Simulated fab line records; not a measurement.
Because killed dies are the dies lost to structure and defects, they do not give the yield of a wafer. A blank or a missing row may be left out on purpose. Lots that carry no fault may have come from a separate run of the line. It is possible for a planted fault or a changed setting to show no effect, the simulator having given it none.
fab line records + flow sfq_line
[record]
- lots = 15
- wafers = 45
- last_day = 95
route steps=325 shown M1@68 I3@135 M4@160 R5@213
lots with no fault: from the same line, run without faults
start_h: start of the lot's first displayed wafer, in hours after the record's first day + wait_h: how many hours have passed since the lot's step before this one + " as in the row above + L1.1+2: a row that stands for several wafers + - no value present, or no start provided + * or withheld: withheld + < > ~ a bound
route shown NAME@n: a module of which the file shows steps, and the number in the route of the first + usual: average and standard deviation across the fault-free wafers + same: alike in all rows + chamber/n: place in a boat + sites: each site's reading + _std_site: their standard deviation + _edge_site: outer sites' mean less inner sites' + radius_mm: how far each site lies from the wafer's centre + mask NAME#n: copy n + behind: the most recent tool/chamber to have shaped the wafer + hold: the reason the lot was held/the length of the hold in hours/how it ended + device: transistor that didn't switch, given as n, p or np + end of line: tests of these same wafers at the route's end + step lacking rows: just its recipe + killed: dies that structure and defects cost at the first sort, which is not the same as the wafer's yield + map: a wafer's dies, x killed, . not, _ none there
set.NAME: setting as actually run; set.NAME@STEP: the setting as run at that earlier step + model.NAME: the simulator's own value behind a step, which no gauge read
route steps across a sampled set of lots; one table per step, one row per wafer
services: a tool's chamber out of use, with start hour (start_h, from the record's first day; less than 0 if before it), hours out, and reason
[[steps]]
[step SFQ_M1_OVL_MEAS_911]
[usual]
- M1_OVL = 2/6.7
| lot.wafer | tool       | chamber | start_h | wait_h | M1_OVL[nm] |
|-----------|------------|---------|---------|--------|------------|
| L776.1    | overlay-01 | -       | 552.89  | 0.1    | 11         |
| L776.4    | "          | -       | "       | "      | 7          |
| L776.5    | "          | -       | "       | "      | 14         |
| L777.1    | overlay-02 | -       | 561.22  | 0.1    | -4         |
| L777.4    | "          | -       | "       | "      | 1          |
| L777.6    | "          | -       | "       | "      | 0          |
| L778.1    | overlay-01 | -       | 581.11  | 0.1    | 5          |
| L778.4    | "          | -       | "       | "      | 9          |
| L778.6    | "          | -       | "       | "      | 3          |
| L779.1    | overlay-01 | -       | 589.51  | 0.1    | -1         |
| L779.3    | "          | -       | "       | "      | 1          |
| L779.5    | "          | -       | "       | "      | -2         |
| L781.4    | overlay-01 | -       | 621.93  | 0.1    | 25         |
| L781.5    | "          | -       | "       | "      | 26         |
| L781.6    | "          | -       | "       | "      | 21         |
| L785.2    | overlay-02 | -       | 673.64  | 0.1    | 12         |
| L785.3    | "          | -       | "       | "      | 11         |
| L785.6    | "          | -       | "       | "      | 5          |
| L786.1    | overlay-01 | -       | 685.63  | 0.1    | 9          |
| L786.2    | "          | -       | "       | "      | 7          |
| L786.3    | "          | -       | "       | "      | 6          |
| L787.1    | overlay-01 | -       | 697.63  | 0.1    | 3          |
| L787.2    | "          | -       | "       | "      | 1          |
| L787.3    | "          | -       | "       | "      | 3          |
| L788.1    | overlay-01 | -       | 712.58  | 0.1    | -5         |
| L788.4    | "          | -       | "       | "      | -11        |
| L788.5    | "          | -       | "       | "      | -3         |
| L792.1    | overlay-01 | -       | 740.07  | 0.1    | 0          |
| L792.2    | "          | -       | "       | "      | 0          |
| L792.6    | "          | -       | "       | "      | -3         |
| L794.2    | overlay-01 | -       | 753.63  | 0.1    | -5         |
| L794.4    | "          | -       | "       | "      | -9         |
| L794.6    | "          | -       | "       | "      | 0          |
| L796.3    | overlay-02 | -       | 781.46  | 0.1    | -2         |
| L796.5    | "          | -       | "       | "      | -4         |
| L796.6    | "          | -       | "       | "      | -2         |
| L797.2    | overlay-02 | -       | 783.86  | 0.1    | -1         |
| L797.3    | "          | -       | "       | "      | -2         |
| L797.4    | "          | -       | "       | "      | -4         |
| L798.1    | overlay-02 | -       | 797.05  | 0.1    | -1         |
| L798.2    | "          | -       | "       | "      | -4         |
| L798.3    | "          | -       | "       | "      | 6          |
| L799.2    | overlay-02 | -       | 805.46  | 0.1    | 7          |
| L799.4    | "          | -       | "       | "      | 3          |
| L799.5    | "          | -       | "       | "      | 3          |
[step SFQ_I3_BOW_MEAS_922]
[recipe]
- mode = bow
[usual]
- I3_BOW = 2/8.4
| lot.wafer | tool          | chamber | start_h | wait_h | I3_BOW[um] |
|-----------|---------------|---------|---------|--------|------------|
| L776.1    | film_metro-01 | -       | 1025.51 | 1.5    | 2          |
| L776.4    | "             | -       | "       | "      | 7          |
| L776.5    | "             | -       | "       | "      | 2          |
| L777.1    | film_metro-01 | -       | 1040.51 | 2.5    | 2          |
| L777.4    | "             | -       | "       | "      | 10         |
| L777.6    | "             | -       | "       | "      | 0          |
| L778.1    | film_metro-01 | -       | 1055.84 | 2.5    | -15        |
| L778.4    | "             | -       | "       | "      | -3         |
| L778.6    | "             | -       | "       | "      | 2          |
| L779.1    | film_metro-02 | -       | 1061.84 | 2.5    | 5          |
| L779.3    | "             | -       | "       | "      | 5          |
| L779.5    | "             | -       | "       | "      | 8          |
| L781.4    | film_metro-02 | -       | 1091.57 | 2.6    | -1         |
| L781.5    | "             | -       | "       | "      | 3          |
| L781.6    | "             | -       | "       | "      | 9          |
| L785.2    | film_metro-02 | -       | 1157.07 | 1.5    | 6          |
| L785.3    | "             | -       | "       | "      | 3          |
| L785.6    | "             | -       | "       | "      | 5          |
| L786.1    | film_metro-02 | -       | 1160.51 | 1.5    | -6         |
| L786.2    | "             | -       | "       | "      | 7          |
| L786.3    | "             | -       | "       | "      | 15         |
| L787.1    | film_metro-01 | -       | 1163.51 | 1.5    | 1          |
| L787.2    | "             | -       | "       | "      | 5          |
| L787.3    | "             | -       | "       | "      | 6          |
| L788.1    | film_metro-01 | -       | 1172.05 | 1.5    | 6          |
| L788.4    | "             | -       | "       | "      | 15         |
| L788.5    | "             | -       | "       | "      | 7          |
| L792.1    | film_metro-01 | -       | 1198.46 | 2.0    | 6          |
| L792.2    | "             | -       | "       | "      | 6          |
| L792.6    | "             | -       | "       | "      | 7          |
| L794.2    | film_metro-02 | -       | 1210.48 | 1.0    | 6          |
| L794.4    | "             | -       | "       | "      | -3         |
| L794.6    | "             | -       | "       | "      | -12        |
| L796.3    | film_metro-02 | -       | 1219.05 | 1.5    | 21         |
| L796.5    | "             | -       | "       | "      | 8          |
| L796.6    | "             | -       | "       | "      | 8          |
| L797.2    | film_metro-02 | -       | 1222.03 | 2.0    | 7          |
| L797.3    | "             | -       | "       | "      | 17         |
| L797.4    | "             | -       | "       | "      | 19         |
| L798.1    | film_metro-03 | -       | 1225.01 | 2.5    | -5         |
| L798.2    | "             | -       | "       | "      | 5          |
| L798.3    | "             | -       | "       | "      | 8          |
| L799.2    | film_metro-03 | -       | 1234.16 | 2.0    | 9          |
| L799.4    | "             | -       | "       | "      | 6          |
| L799.5    | "             | -       | "       | "      | 11         |
[step SFQ_TRILAYER_M4_ETCH_METAL_ETCH_096]
[recipe]
- target = Nb
- stop_on = SiO2
- mask_material = PR
- chemistry = Cl2/Ar
- target_depth_nm = 240
- icp_w = 600
- bias_w = 80
- pressure_mtorr = 10
- time_s = 120
[usual]
- bias_w = 79.96/0.26
- drypump_motor_current_A = 5.5/0.4
- oes_product_au = 0.897/0.008
- run_length_s = 148.4/0.67
| lot.wafer | tool         | chamber | start_h | wait_h | bias_w | drypump_motor_current_A | oes_product_au | rf_hours_counter_h | run_length_s |
|-----------|--------------|---------|---------|--------|--------|-------------------------|----------------|--------------------|--------------|
| L776.1    | rie_metal-04 | 0       | 1274.20 | 0.1    | 80.06  | 5.2                     | 0.894          | 118                | 148.5        |
| L776.4    | "            | 0       | "       | "      | 80.02  | 5.3                     | 0.903          | -                  | 148.2        |
| L776.5    | "            | 0       | "       | "      | 80.17  | 5.3                     | 0.884          | -                  | 148.4        |
| L777.1    | rie_metal-03 | 0       | 1286.20 | 0.1    | 79.81  | 5.5                     | 0.893          | 25                 | 148.2        |
| L777.4    | "            | 0       | "       | "      | 79.88  | 5.5                     | 0.898          | -                  | 148.0        |
| L777.6    | "            | 0       | "       | "      | 80.13  | 5.5                     | 0.908          | -                  | 148.1        |
| L778.1    | rie_metal-03 | 0       | 1305.47 | 0.0    | 80.12  | 5.5                     | 0.886          | 29                 | 148.1        |
| L778.4    | "            | 0       | "       | "      | 80.14  | 5.5                     | 0.899          | -                  | 147.9        |
| L778.6    | "            | 0       | "       | "      | 79.88  | 5.5                     | 0.890          | -                  | 148.4        |
| L779.1    | rie_metal-04 | 0       | 1310.27 | 0.0    | 80.04  | 5.3                     | 0.886          | 123                | 149.0        |
| L779.3    | "            | 0       | "       | "      | 80.09  | 5.3                     | 0.887          | -                  | 148.7        |
| L779.5    | "            | 1       | "       | "      | 80.36  | 5.2                     | 0.887          | -                  | 148.5        |
| L781.4    | rie_metal-02 | 0       | 1342.98 | 0.2    | 80.07  | 5.3                     | 0.899          | -                  | 148.7        |
| L781.5    | "            | 0       | "       | "      | 79.60  | 5.3                     | 0.914          | -                  | 148.2        |
| L781.6    | "            | 0       | "       | "      | 80.07  | 5.3                     | 0.883          | -                  | 147.9        |
| L785.2    | rie_metal-03 | 1       | 1404.99 | 0.0    | 79.90  | 5.8                     | 0.886          | 12                 | 148.4        |
| L785.3    | "            | 1       | "       | "      | 80.03  | 5.8                     | 0.902          | -                  | 149.2        |
| L785.6    | "            | 1       | "       | "      | 79.73  | 5.8                     | 0.895          | -                  | 149.0        |
| L786.1    | rie_metal-04 | 1       | 1408.59 | 0.0    | 80.31  | 5.2                     | 0.895          | 9                  | 148.7        |
| L786.2    | "            | 0       | "       | "      | 80.24  | 5.3                     | 0.898          | 5                  | 148.2        |
| L786.3    | "            | 0       | "       | "      | 80.05  | 5.3                     | 0.895          | -                  | 148.4        |
| L787.1    | rie_metal-02 | 1       | 1409.79 | 0.0    | 80.08  | 6.4                     | 0.896          | 9                  | 148.1        |
| L787.2    | "            | 0       | "       | "      | 79.94  | 5.3                     | 0.888          | 47                 | 148.2        |
| L787.3    | "            | 0       | "       | "      | 79.81  | 5.3                     | 0.890          | -                  | 147.9        |
| L788.1    | rie_metal-04 | 1       | 1416.99 | 0.0    | 80.35  | 5.2                     | 0.903          | 10                 | 148.6        |
| L788.4    | "            | 1       | "       | "      | 80.13  | 5.2                     | 0.887          | -                  | 148.7        |
| L788.5    | "            | 0       | "       | "      | 79.91  | 5.3                     | 0.898          | -                  | 148.7        |
| L792.1    | rie_metal-03 | 1       | 1443.51 | 0.0    | 79.73  | 5.8                     | 0.898          | 17                 | 148.3        |
| L792.2    | "            | 0       | "       | "      | 79.69  | 5.5                     | 0.793          | 46                 | 179.4        |
| L792.6    | "            | 1       | "       | "      | 79.76  | 5.8                     | 0.900          | -                  | 148.4        |
| L794.2    | rie_metal-03 | 1       | 1455.51 | 0.0    | 79.93  | 5.8                     | 0.908          | 18                 | 148.4        |
| L794.4    | "            | 0       | "       | "      | 80.15  | 5.5                     | 0.796          | -                  | 179.6        |
| L794.6    | "            | 1       | "       | "      | 79.78  | 5.7                     | 0.915          | -                  | 148.2        |
| L796.3    | rie_metal-03 | 0       | 1466.36 | 0.1    | 79.89  | 5.5                     | 0.785          | -                  | 179.5        |
| L796.5    | "            | 1       | "       | "      | 80.37  | 5.8                     | 0.894          | -                  | 148.9        |
| L796.6    | "            | 0       | "       | "      | 80.12  | 5.5                     | 0.783          | -                  | 179.4        |
| L797.2    | rie_metal-04 | 0       | 1471.11 | 0.0    | 80.23  | 5.2                     | 0.896          | 14                 | 148.2        |
| L797.3    | "            | 0       | "       | "      | 80.32  | 5.2                     | 0.887          | -                  | 148.7        |
| L797.4    | "            | 1       | "       | "      | 79.31  | 5.2                     | 0.894          | -                  | 148.4        |
| L798.1    | rie_metal-02 | 0       | 1479.64 | 0.0    | 80.42  | 5.3                     | 0.903          | 55                 | 148.5        |
| L798.2    | "            | 1       | "       | "      | 80.06  | 6.5                     | 0.905          | 17                 | 148.0        |
| L798.3    | "            | 0       | "       | "      | 80.40  | 5.3                     | 0.895          | -                  | 148.3        |
| L799.2    | rie_metal-02 | 0       | 1484.44 | 0.0    | 79.69  | 5.3                     | 0.902          | 56                 | 148.7        |
| L799.4    | "            | 0       | "       | "      | 79.68  | 5.3                     | 0.894          | -                  | 148.0        |
| L799.5    | "            | 0       | "       | "      | 79.84  | 5.3                     | 0.890          | -                  | 148.5        |
[step SFQ_TRILAYER_R5_DEP_SPUTTER_133]
[recipe]
- material = MoNx
- base_pressure_pa = 1.33e-06
- target_thk_nm = 40
- power_w = 1000
- time_s = 66.7
- chamber_pressure_pa = 0.4
[usual]
- throttle_valve_pct = 30.5/1.2
[same]
- time_s = 66.7
| lot.wafer | tool           | chamber | start_h | wait_h | throttle_valve_pct |
|-----------|----------------|---------|---------|--------|--------------------|
| L776.1    | pvd_sputter-05 | -       | 1432.66 | 0.0    | 30.5               |
| L776.4    | "              | -       | "       | "      | 31.3               |
| L776.5    | "              | -       | "       | "      | 31.3               |
| L777.1    | pvd_sputter-04 | -       | 1439.59 | 0.0    | 30.7               |
| L777.4    | "              | -       | "       | "      | 29.4               |
| L777.6    | "              | -       | "       | "      | 30.5               |
| L778.1    | pvd_sputter-05 | -       | 1548.58 | 0.0    | 31.4               |
| L778.4    | "              | -       | "       | "      | 30.9               |
| L778.6    | "              | -       | "       | "      | 30.7               |
| L779.1    | pvd_sputter-06 | -       | 1661.27 | 0.0    | 30.2               |
| L779.3    | "              | -       | "       | "      | 30.7               |
| L779.5    | "              | -       | "       | "      | 30.8               |
| L781.4    | pvd_sputter-06 | -       | 1682.47 | 0.0    | 30.4               |
| L781.5    | "              | -       | "       | "      | 32.9               |
| L781.6    | "              | -       | "       | "      | 30.0               |
| L785.2    | pvd_sputter-06 | -       | 1739.55 | 0.0    | 30.3               |
| L785.3    | "              | -       | "       | "      | 30.1               |
| L785.6    | "              | -       | "       | "      | 30.0               |
| L786.1    | pvd_sputter-05 | -       | 1747.95 | 0.0    | 31.7               |
| L786.2    | "              | -       | "       | "      | 28.0               |
| L786.3    | "              | -       | "       | "      | 31.5               |
| L787.1    | pvd_sputter-04 | -       | 1750.35 | 0.0    | 29.5               |
| L787.2    | "              | -       | "       | "      | 29.3               |
| L787.3    | "              | -       | "       | "      | 29.7               |
| L788.1    | pvd_sputter-06 | -       | 1758.93 | 0.0    | 32.8               |
| L788.4    | "              | -       | "       | "      | 30.8               |
| L788.5    | "              | -       | "       | "      | 30.1               |
| L792.1    | pvd_sputter-05 | -       | 1787.73 | 0.0    | 31.4               |
| L792.2    | "              | -       | "       | "      | 31.5               |
| L792.6    | "              | -       | "       | "      | 31.4               |
| L794.2    | pvd_sputter-06 | -       | 1798.23 | 0.0    | 30.7               |
| L794.4    | "              | -       | "       | "      | 30.4               |
| L794.6    | "              | -       | "       | "      | 30.1               |
| L796.3    | pvd_sputter-06 | -       | 1801.23 | 0.0    | 30.2               |
| L796.5    | "              | -       | "       | "      | 30.2               |
| L796.6    | "              | -       | "       | "      | 30.6               |
| L797.2    | pvd_sputter-06 | -       | 1806.03 | 0.0    | 32.6               |
| L797.3    | "              | -       | "       | "      | 30.9               |
| L797.4    | "              | -       | "       | "      | 30.5               |
| L798.1    | pvd_sputter-06 | -       | 1810.84 | 0.0    | 30.2               |
| L798.2    | "              | -       | "       | "      | 32.8               |
| L798.3    | "              | -       | "       | "      | 30.9               |
| L799.2    | pvd_sputter-06 | -       | 1813.84 | 0.0    | 30.4               |
| L799.4    | "              | -       | "       | "      | 30.2               |
| L799.5    | "              | -       | "       | "      | 30.6               |
[[services]]
| tool           | chamber | start_h | hours | kind   |
|----------------|---------|---------|-------|--------|
| rie_metal-04   | 1       | 1273.82 | 12.4  | repair |
| pvd_sputter-06 | -       | 1311.81 | 4.1   | repair |
| rie_metal-03   | -       | 1315.79 | 14.6  | pm     |
| rie_metal-04   | -       | 1352.07 | 0.2   | repair |
| rie_metal-04   | -       | 1355.76 | 2.5   | repair |
| rie_metal-02   | -       | 1361.96 | 1.5   | repair |
| pvd_sputter-04 | -       | 1362.15 | 16.5  | repair |
| pvd_sputter-04 | -       | 1363.16 | 2.1   | repair |
| rie_metal-03   | -       | 1370.85 | 2.1   | repair |
| pvd_sputter-04 | -       | 1378.56 | 2.3   | repair |
| pvd_sputter-06 | -       | 1433.33 | 1.9   | repair |
| rie_metal-02   | -       | 1453.42 | 0.2   | repair |
| rie_metal-03   | 0       | 1479.20 | 11.8  | repair |
| pvd_sputter-05 | -       | 1483.52 | 2.3   | repair |
| rie_metal-02   | -       | 1504.21 | 0.7   | repair |
| pvd_sputter-05 | -       | 1524.43 | 1.0   | repair |
| rie_metal-04   | 0       | 1538.48 | 6.0   | repair |
| pvd_sputter-06 | -       | 1539.41 | 5.5   | repair |
| rie_metal-02   | 1       | 1546.70 | 27.2  | repair |
| pvd_sputter-06 | -       | 1623.30 | 4.1   | repair |
| rie_metal-04   | 0       | 1668.23 | 7.6   | repair |
| pvd_sputter-05 | -       | 1751.82 | 9.0   | repair |
| rie_metal-03   | -       | 1758.16 | 2.8   | pm     |
| rie_metal-04   | 1       | 1809.49 | 3.3   | repair |
[[key]]
[first_sign]
- step = SFQ_TRILAYER_M4_ETCH_METAL_ETCH_096
- reading = run_length_s
- direction = up
- sigmas = 46
- usual = *
- struck = *
[effect]
- step = SFQ_TRILAYER_M4_ETCH_METAL_ETCH_096
- reading = oes_product_au
- direction = down
- sigmas = 13
- usual = 0.897
- struck = 0.789
met_at SFQ_TRILAYER_M4_ETCH_METAL_ETCH_096
struck_lots L792,L794,L796
struck_wafers L792.2,L794.4,L796.3,L796.6
not_acting_at SFQ_M1_OVL_MEAS_911,SFQ_I3_BOW_MEAS_922,SFQ_TRILAYER_R5_DEP_SPUTTER_133
onset_between 1305.47 1443.51
[fault]
- kind = process_parameter_drift
- tool = rie_metal-03
- chamber = 0
- onset_h = 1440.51
- steps = SFQ_TRILAYER_M4_ETCH_METAL_ETCH_096
- channel = time_s
- offset = *
- shape = step
- end_h = 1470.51
- acts_in = *
- stated = *
